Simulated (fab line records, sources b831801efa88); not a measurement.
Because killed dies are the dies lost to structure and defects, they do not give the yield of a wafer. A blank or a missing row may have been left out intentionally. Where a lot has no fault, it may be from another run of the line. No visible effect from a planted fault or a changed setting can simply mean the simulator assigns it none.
fab line records | flow gf180mcu
[record] lots = 13 | wafers = 39 | lastDay = 34
route steps=602 shown VT_IMPLANT@131 V1@353 V2@386
lots with no fault: from the same line, run without faults
startH: hours from the record's opening day to when the first of the lot's shown wafers began | waitH: how many hours have passed since the lot's step before this one | " unchanged from the row above | L1.1+2: a single row standing in for several wafers | - no value present, or no start provided | * or withheld: withheld | < > ~ a bound
route shown NAME@n: NAME is a module with steps in the file, n the number in the route of the first one | usual: mean and standard deviation over wafers with no fault | same: alike in all rows | chamber/n: place in a boat | sites: per-site readings | _std_site: the standard deviation of these | _edge_site: inner sites' mean taken away from outer sites' mean | radiusMm: how far each site lies from the wafer's centre | mask NAME#n: copy n | behind: the last tool/chamber to shape the wafer | hold: why the lot went on hold/how many hours it stayed there/how the hold came to an end | device: transistor that didn't switch, given as n, p or np | end of line: the tests these same wafers got at the end of their route | for a step that has no rows: nothing shown but its recipe | killed: dies that structure and defects cost at the first sort, which is not the same as the wafer's yield | map: a wafer's dies, x killed, . not, _ none there
set.NAME: the run value of the setting; set.NAME@STEP: its run value at that earlier step | model.NAME: the simulator's own value behind a step, which no gauge read
one table for each step of the route and one row for each wafer, over a sample of lots
services: from which hour (startH, from the record's first day; less than 0 if before it) a tool's chamber was out of use, for how many hours, and why
[[steps]]
[step GF_VT_IMPLANT_IMPLANT_41]
[recipe] species = As | energyKev = 70 | doseCm2 = 1.013e+12 | tiltDeg = 7
[usual] doseIonsCm2 = 1.0128e+12/1e+09 | faradayCurrentUA = 5.70/0.11 | tiltDeg = 6.998/0.021
lot.wafer | tool         | chamber | startH | waitH | doseIonsCm2 | faradayCurrentUA | tiltDeg
L310.1    | implanter-04 | 0       | 162.95 | 0.0   | 1.013e+12   | 5.73             | 6.996
L310.3    | "            | 0       | "      | "     | 1.0123e+12  | 5.84             | 6.996
L310.6    | "            | 0       | "      | "     | 1.0123e+12  | 5.59             | 7.005
L311.1    | implanter-04 | 0       | 170.27 | 0.0   | 1.0116e+12  | 5.81             | 6.976
L311.3    | "            | 0       | "      | "     | 1.0128e+12  | 5.66             | 6.992
L311.4    | "            | 0       | "      | "     | 1.0138e+12  | 5.44             | 7.001
L312.2    | implanter-04 | 0       | 178.12 | 0.0   | 1.0134e+12  | 5.69             | 7.004
L312.4    | "            | 0       | "      | "     | 1.0128e+12  | 5.61             | 6.968
L312.5    | "            | 0       | "      | "     | 1.0128e+12  | 5.80             | 6.975
L316.1    | implanter-03 | 0       | 204.67 | 0.0   | 1.0137e+12  | 5.65             | 6.990
L316.4    | "            | 0       | "      | "     | 1.0126e+12  | 5.66             | 6.992
L316.6    | "            | 0       | "      | "     | 1.0133e+12  | 5.84             | 7.047
L317.2    | implanter-03 | 0       | 211.57 | 0.0   | 8.345e+11   | 4.69             | 7.019
L317.3    | "            | 0       | "      | "     | 8.334e+11   | 4.57             | 7.037
L317.5    | "            | 0       | "      | "     | 8.355e+11   | 4.74             | 7.006
L318.2    | implanter-04 | 0       | 216.77 | 0.0   | 1.0131e+12  | 5.74             | 6.943
L318.4    | "            | 0       | "      | "     | 1.0138e+12  | 5.51             | 6.958
L318.5    | "            | 0       | "      | "     | 1.0139e+12  | 5.70             | 6.966
L319.1    | implanter-03 | 0       | 224.09 | 0.0   | 8.318e+11   | 4.76             | 6.969
L319.3    | "            | 0       | "      | "     | 8.328e+11   | 4.67             | 7.009
L319.4    | "            | 0       | "      | "     | 8.318e+11   | 4.53             | 7.012
L326.1    | implanter-04 | 0       | 271.14 | 0.0   | 1.0141e+12  | 5.75             | 6.990
L326.3    | "            | 0       | "      | "     | 1.0145e+12  | 5.45             | 6.990
L326.4    | "            | 0       | "      | "     | 1.0145e+12  | 5.86             | 6.977
L327.2    | implanter-02 | 0       | 277.94 | 0.0   | 1.0125e+12  | 5.79             | 7.019
L327.5    | "            | 0       | "      | "     | 1.0122e+12  | 5.73             | 7.030
L327.6    | "            | 0       | "      | "     | 1.0137e+12  | 5.77             | 7.006
L328.2    | implanter-04 | 0       | 285.39 | 0.0   | 1.0105e+12  | 5.54             | 7.021
L328.3    | "            | 0       | "      | "     | 1.0112e+12  | 5.80             | 7.035
L328.6    | "            | 0       | "      | "     | 1.0107e+12  | 5.62             | 6.998
L329.4    | implanter-03 | 0       | 291.82 | 0.1   | 1.0124e+12  | 5.69             | 6.972
L329.5    | "            | 0       | "      | "     | 1.0131e+12  | 5.56             | 7.005
L329.6    | "            | 0       | "      | "     | 1.0136e+12  | 5.62             | 7.001
L330.2    | implanter-04 | 0       | 299.67 | 0.0   | 1.0141e+12  | 5.64             | 6.977
L330.4    | "            | 0       | "      | "     | 1.013e+12   | 5.82             | 6.994
L330.6    | "            | 0       | "      | "     | 1.0119e+12  | 5.59             | 6.968
L332.1    | implanter-02 | 0       | 312.34 | 0.0   | 1.0119e+12  | 5.61             | 6.994
L332.3    | "            | 0       | "      | "     | 1.0131e+12  | 5.63             | 7.027
L332.5    | "            | 0       | "      | "     | 1.0115e+12  | 5.74             | 7.032
[step GF_VT_IMPLANT_TW_MEAS_43]
[usual] VT_IMPLANT_4_TW = 691/6.8
lot.wafer | tool         | chamber | startH | waitH | VT_IMPLANT_4_TW
L310.1    | filmMetro-01 | -       | 163.20 | 0.1   | 695
L310.3    | "            | -       | "      | "     | 697
L310.6    | "            | -       | "      | "     | 697
L311.1    | filmMetro-03 | -       | 170.52 | 0.1   | 698
L311.3    | "            | -       | "      | "     | 698
L311.4    | "            | -       | "      | "     | 698
L312.2    | filmMetro-02 | -       | 178.36 | 0.1   | 685
L312.4    | "            | -       | "      | "     | 687
L312.5    | "            | -       | "      | "     | 684
L316.1    | filmMetro-01 | -       | 204.92 | 0.1   | 695
L316.4    | "            | -       | "      | "     | 695
L316.6    | "            | -       | "      | "     | 696
L317.2    | filmMetro-03 | -       | 211.80 | 0.1   | 658
L317.3    | "            | -       | "      | "     | 658
L317.5    | "            | -       | "      | "     | 655
L318.2    | filmMetro-01 | -       | 217.01 | 0.1   | 694
L318.4    | "            | -       | "      | "     | 694
L318.5    | "            | -       | "      | "     | 692
L319.1    | filmMetro-03 | -       | 224.34 | 0.1   | 658
L319.3    | "            | -       | "      | "     | 656
L319.4    | "            | -       | "      | "     | 655
L326.1    | filmMetro-01 | -       | 271.39 | 0.1   | 692
L326.3    | "            | -       | "      | "     | 692
L326.4    | "            | -       | "      | "     | 694
L327.2    | filmMetro-02 | -       | 278.17 | 0.1   | 684
L327.5    | "            | -       | "      | "     | 681
L327.6    | "            | -       | "      | "     | 685
L328.2    | filmMetro-02 | -       | 285.62 | 0.1   | 681
L328.3    | "            | -       | "      | "     | 680
L328.6    | "            | -       | "      | "     | 686
L329.4    | filmMetro-03 | -       | 292.02 | 0.1   | 694
L329.5    | "            | -       | "      | "     | 694
L329.6    | "            | -       | "      | "     | 696
L330.2    | filmMetro-02 | -       | 299.91 | 0.1   | 686
L330.4    | "            | -       | "      | "     | 686
L330.6    | "            | -       | "      | "     | 683
L332.1    | filmMetro-02 | -       | 312.59 | 0.1   | 690
L332.3    | "            | -       | "      | "     | 691
L332.5    | "            | -       | "      | "     | 688
[step GF_V1_STRIP_18]
[recipe] chemistry = O2/N2 | powerW = 1400 | pressureMtorr = 1500 | platenTempC = 250 | o2FlowSccm = 3000 | n2FlowSccm = 300 | overashFraction = 0.5
[usual] drypumpMotorCurrentA = 6.1/0.46 | heaterPowerW = 342/35 | oesProductAu = 0.593/0.0056 | platenTempC = 250.00/0.17
lot.wafer | tool           | chamber | startH | waitH | drypumpMotorCurrentA | heaterPowerW | oesProductAu | platenTempC | rfHoursCounterH
L310.1    | plasmaAsher-02 | 0       | 419.61 | -     | 5.8                  | 399          | 0.589        | 250.14      | 66
L310.3    | "              | 0       | "      | "     | 5.7                  | 382          | 0.594        | 249.94      | -
L310.6    | "              | 0       | "      | "     | 5.7                  | 388          | 0.591        | 250.01      | -
L311.1    | plasmaAsher-01 | 1       | 426.09 | -     | 6.1                  | 385          | 0.591        | 249.95      | 82
L311.3    | "              | 1       | "      | "     | 6.0                  | 377          | 0.590        | 249.89      | -
L311.4    | "              | 0       | "      | "     | 5.3                  | 287          | 0.595        | 250.28      | -
L312.2    | plasmaAsher-02 | 1       | 443.39 | -     | 5.9                  | 326          | 0.602        | 250.05      | 1
L312.4    | "              | 1       | "      | "     | 5.9                  | 318          | 0.597        | 250.32      | -
L312.5    | "              | 1       | "      | "     | 5.9                  | 327          | 0.587        | 249.83      | -
L316.1    | plasmaAsher-03 | 0       | 476.79 | -     | 6.6                  | 319          | 0.602        | 250.20      | 40
L316.4    | "              | 1       | "      | "     | 6.6                  | 371          | 0.597        | 249.84      | -
L316.6    | "              | 0       | "      | "     | 6.6                  | 317          | 0.592        | 250.15      | -
L317.2    | plasmaAsher-03 | 0       | 491.06 | -     | 6.6                  | 317          | 0.597        | 249.91      | 41
L317.3    | "              | 1       | "      | "     | 6.6                  | 357          | 0.587        | 250.07      | -
L317.5    | "              | 1       | "      | "     | 6.6                  | 355          | 0.599        | 249.95      | -
L318.2    | plasmaAsher-02 | 1       | 492.04 | -     | 5.9                  | 335          | 0.593        | 249.93      | 6
L318.4    | "              | 1       | "      | "     | 5.9                  | 328          | 0.596        | 249.91      | -
L318.5    | "              | 0       | "      | "     | 5.7                  | 382          | 0.593        | 249.95      | -
L319.1    | plasmaAsher-01 | 0       | 503.49 | -     | 5.3                  | 286          | 0.584        | 250.22      | 90
L319.3    | "              | 0       | "      | "     | 5.2                  | 282          | 0.593        | 250.04      | -
L319.4    | "              | 1       | "      | "     | 6.1                  | 376          | 0.595        | 250.01      | -
L326.1    | plasmaAsher-01 | 1       | 562.24 | -     | 6.0                  | 379          | 0.600        | 249.99      | 97
L326.3    | "              | 1       | "      | "     | 6.0                  | 381          | 0.593        | 250.02      | -
L326.4    | "              | 0       | "      | "     | 5.3                  | 287          | 0.593        | 249.70      | -
L327.2    | plasmaAsher-02 | 1       | 571.61 | -     | 5.9                  | 323          | 0.589        | 249.93      | 14
L327.5    | "              | 1       | "      | "     | 5.9                  | 323          | 0.599        | 250.03      | -
L327.6    | "              | 0       | "      | "     | 5.7                  | 373          | 0.594        | 249.94      | -
L328.2    | plasmaAsher-01 | 0       | 574.19 | -     | 5.3                  | 291          | 0.597        | 250.05      | 98
L328.3    | "              | 0       | "      | "     | 5.3                  | 284          | 0.592        | 249.91      | -
L328.6    | "              | 1       | "      | "     | 6.0                  | 378          | 0.590        | 250.12      | -
L329.4    | plasmaAsher-03 | 1       | 581.74 | -     | 6.6                  | 362          | 0.591        | 250.02      | -
L329.5    | "              | 0       | "      | "     | 6.6                  | 305          | 0.593        | 249.85      | -
L329.6    | "              | 1       | "      | "     | 6.6                  | 368          | 0.595        | 250.16      | -
L330.2    | plasmaAsher-02 | 1       | 591.51 | -     | 5.8                  | 328          | 0.589        | 250.02      | 16
L330.4    | "              | 1       | "      | "     | 5.9                  | 323          | 0.595        | 249.91      | -
L330.6    | "              | 0       | "      | "     | 5.7                  | 383          | 0.587        | 249.90      | -
L332.1    | plasmaAsher-02 | 0       | 603.20 | -     | 5.7                  | 376          | 0.597        | 250.17      | 18
L332.3    | "              | 0       | "      | "     | 5.8                  | 383          | 0.585        | 249.79      | -
L332.5    | "              | 1       | "      | "     | 5.9                  | 324          | 0.597        | 250.31      | -
[step GF_V2_CMP_04]
[recipe] material = SiO2 | downForcePsi = 4 | platenRpm = 60 | padVelocityMS = 0.94248
[usual] motorCurrentA = 12.1/1.1 | timeToEndpointS = 82/4.5
lot.wafer | tool   | chamber | startH | waitH | motorCurrentA | timeToEndpointS
L310.1    | cmp-02 | 0       | 446.85 | 0.1   | 10.5          | 84
L310.3    | "      | 2       | "      | "     | 12.9          | 78
L310.6    | "      | 0       | "      | "     | 10.6          | 91
L311.3    | cmp-01 | 1       | 452.87 | 0.4   | 11.8          | 82
L311.4    | "      | 2       | "      | "     | 13.9          | 90
L311.1    | "      | 3       | "      | "     | 10.2          | 81
L312.4    | cmp-01 | 3       | 470.02 | 0.1   | 10.6          | 85
L312.2    | "      | 0       | "      | "     | 12.2          | 82
L312.5    | "      | 2       | "      | "     | 14.1          | 83
L316.1    | cmp-01 | 0       | 503.07 | 0.1   | 11.8          | 76
L316.4    | "      | 3       | "      | "     | 10.7          | 81
L316.6    | "      | 1       | "      | "     | 11.3          | 79
L317.2    | cmp-01 | 3       | 517.13 | 0.1   | 10.6          | 79
L317.3    | "      | 0       | "      | "     | 12.4          | 78
L317.5    | "      | 1       | "      | "     | 11.3          | 82
L318.2    | cmp-01 | 2       | 518.44 | 0.1   | 13.9          | 77
L318.4    | "      | 0       | "      | "     | 11.8          | 90
L318.5    | "      | 1       | "      | "     | 11.6          | 82
L319.3    | cmp-01 | 1       | 529.15 | 0.0   | 12.5          | 79
L319.4    | "      | 2       | "      | "     | 13.3          | 80
L319.1    | "      | 3       | "      | "     | 10.9          | 73
L326.4    | cmp-01 | 0       | 586.94 | 0.1   | 11.5          | 83
L326.1    | "      | 2       | "      | "     | 13.8          | 75
L326.3    | "      | 3       | "      | "     | 10.4          | 80
L327.2    | cmp-02 | 1       | 596.13 | 0.2   | 13.4          | 85
L327.6    | "      | 2       | "      | "     | 13.6          | 91
L327.5    | "      | 3       | "      | "     | 12.3          | 89
L328.3    | cmp-01 | 1       | 598.21 | 0.1   | 12.0          | 80
L328.2    | "      | 3       | "      | "     | 10.1          | 75
L328.6    | "      | 1       | "      | "     | 11.5          | 77
L329.4    | cmp-01 | 3       | 606.34 | 0.1   | 10.6          | 93
L329.5    | "      | 2       | "      | "     | 13.6          | 87
L329.6    | "      | 3       | "      | "     | 10.7          | 90
L330.2    | cmp-01 | 2       | 615.28 | 0.0   | 13.8          | 75
L330.4    | "      | 0       | "      | "     | 12.3          | 83
L330.6    | "      | 3       | "      | "     | 10.9          | 80
L332.1    | cmp-01 | 1       | 625.99 | 0.1   | 11.4          | 75
L332.3    | "      | 0       | "      | "     | 11.8          | 78
L332.5    | "      | 1       | "      | "     | 11.4          | 85
[step GF_V2_BOW_MEAS_05]
[recipe] mode = bow
[usual] V2_BOW = 101/7
lot.wafer | tool         | chamber | startH | waitH | V2_BOW[um]
L310.1    | filmMetro-04 | -       | 447.12 | 0.2   | 108
L310.3    | "            | -       | "      | "     | 98
L310.6    | "            | -       | "      | "     | 96
L311.1    | filmMetro-02 | -       | 453.12 | 0.1   | 100
L311.3    | "            | -       | "      | "     | 96
L311.4    | "            | -       | "      | "     | 92
L312.2    | filmMetro-03 | -       | 470.24 | 0.1   | 96
L312.4    | "            | -       | "      | "     | 102
L312.5    | "            | -       | "      | "     | 117
L316.1    | filmMetro-04 | -       | 503.37 | 0.2   | 87
L316.4    | "            | -       | "      | "     | 90
L316.6    | "            | -       | "      | "     | 100
L317.2    | filmMetro-04 | -       | 517.35 | 0.2   | 106
L317.3    | "            | -       | "      | "     | 89
L317.5    | "            | -       | "      | "     | 97
L318.2    | filmMetro-03 | -       | 518.71 | 0.2   | 103
L318.4    | "            | -       | "      | "     | 115
L318.5    | "            | -       | "      | "     | 98
L319.1    | filmMetro-03 | -       | 529.45 | 0.1   | 105
L319.3    | "            | -       | "      | "     | 105
L319.4    | "            | -       | "      | "     | 104
L326.1    | filmMetro-02 | -       | 587.24 | 0.1   | 100
L326.3    | "            | -       | "      | "     | 105
L326.4    | "            | -       | "      | "     | 95
L327.2    | filmMetro-04 | -       | 596.30 | 0.1   | 103
L327.5    | "            | -       | "      | "     | 103
L327.6    | "            | -       | "      | "     | 100
L328.2    | filmMetro-04 | -       | 598.48 | 0.1   | 85
L328.3    | "            | -       | "      | "     | 98
L328.6    | "            | -       | "      | "     | 93
L329.4    | filmMetro-02 | -       | 606.65 | 0.3   | 102
L329.5    | "            | -       | "      | "     | 91
L329.6    | "            | -       | "      | "     | 108
L330.2    | filmMetro-04 | -       | 615.60 | 0.3   | 99
L330.4    | "            | -       | "      | "     | 98
L330.6    | "            | -       | "      | "     | 105
L332.1    | filmMetro-04 | -       | 626.29 | 0.2   | 104
L332.3    | "            | -       | "      | "     | 101
L332.5    | "            | -       | "      | "     | 82
[[services]]
tool           | chamber | startH | hours | kind
implanter-04   | -       | 154.58 | 4.7   | repair
plasmaAsher-02 | -       | 162.36 | 4.1   | repair
plasmaAsher-02 | -       | 181.19 | 2.8   | pm
implanter-04   | -       | 210.89 | 4.4   | repair
cmp-01         | -       | 221.07 | 13.5  | pm
cmp-01         | -       | 239.52 | 2.0   | repair
cmp-01         | -       | 252.35 | 2.6   | repair
cmp-01         | -       | 266.37 | 6.0   | pm
plasmaAsher-02 | -       | 273.46 | 0.5   | repair
implanter-04   | -       | 277.22 | 4.1   | repair
plasmaAsher-02 | -       | 280.70 | 3.7   | repair
plasmaAsher-02 | -       | 287.67 | 0.7   | repair
implanter-04   | -       | 288.32 | 2.7   | repair
implanter-04   | -       | 290.08 | 3.2   | repair
plasmaAsher-02 | -       | 293.76 | 6.3   | repair
cmp-01         | -       | 301.67 | 0.8   | repair
plasmaAsher-02 | -       | 310.68 | 89.9  | repair
cmp-01         | -       | 319.30 | 0.3   | repair
cmp-01         | -       | 404.00 | 4.0   | pm
cmp-01         | -       | 415.86 | 1.8   | repair
implanter-04   | -       | 449.00 | 3.3   | repair
cmp-01         | -       | 454.29 | 7.1   | pm
implanter-04   | -       | 488.72 | 2.2   | repair
implanter-04   | -       | 619.29 | 5.3   | pm
[[key]]
[firstSign] step = GF_VT_IMPLANT_IMPLANT_41 | reading = doseIonsCm2 | direction = down | sigmas = 99+ | usual = 1.0128e+12 | struck = 8.333e+11
[effect] step = GF_VT_IMPLANT_IMPLANT_41 | reading = faradayCurrentUA | direction = down | sigmas = 9.4 | usual = 5.70 | struck = 4.66
[effect] step = GF_VT_IMPLANT_TW_MEAS_43 | reading = VT_IMPLANT_4_TW | direction = down | sigmas = 5.1 | usual = 691 | struck = 657
metAt GF_VT_IMPLANT_IMPLANT_41
struckLots L317,L319
testerLeftOut L317,L319
notActingAt GF_V1_STRIP_18,GF_V2_CMP_04,GF_V2_BOW_MEAS_05
onsetBetween 204.67 211.57
[fault] kind = processParameterDrift | tool = implanter-03 | chamber = - | onsetH = 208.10 | steps = GF_VT_IMPLANT_IMPLANT_41 | channel = doseCm2 | offset = -1.7983e+11 | shape = step | endH = 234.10 | actsIn = theseRecipesOnly | stated = 1.013e+12
// testerLeftOut: of these lots the tester's yield and bins aren't shown, on N5 and GAA mostly nor the transistor test; their killed dies are dies lost to structure and defects alone, not to doping, threshold or leakage, so they don't give the yield
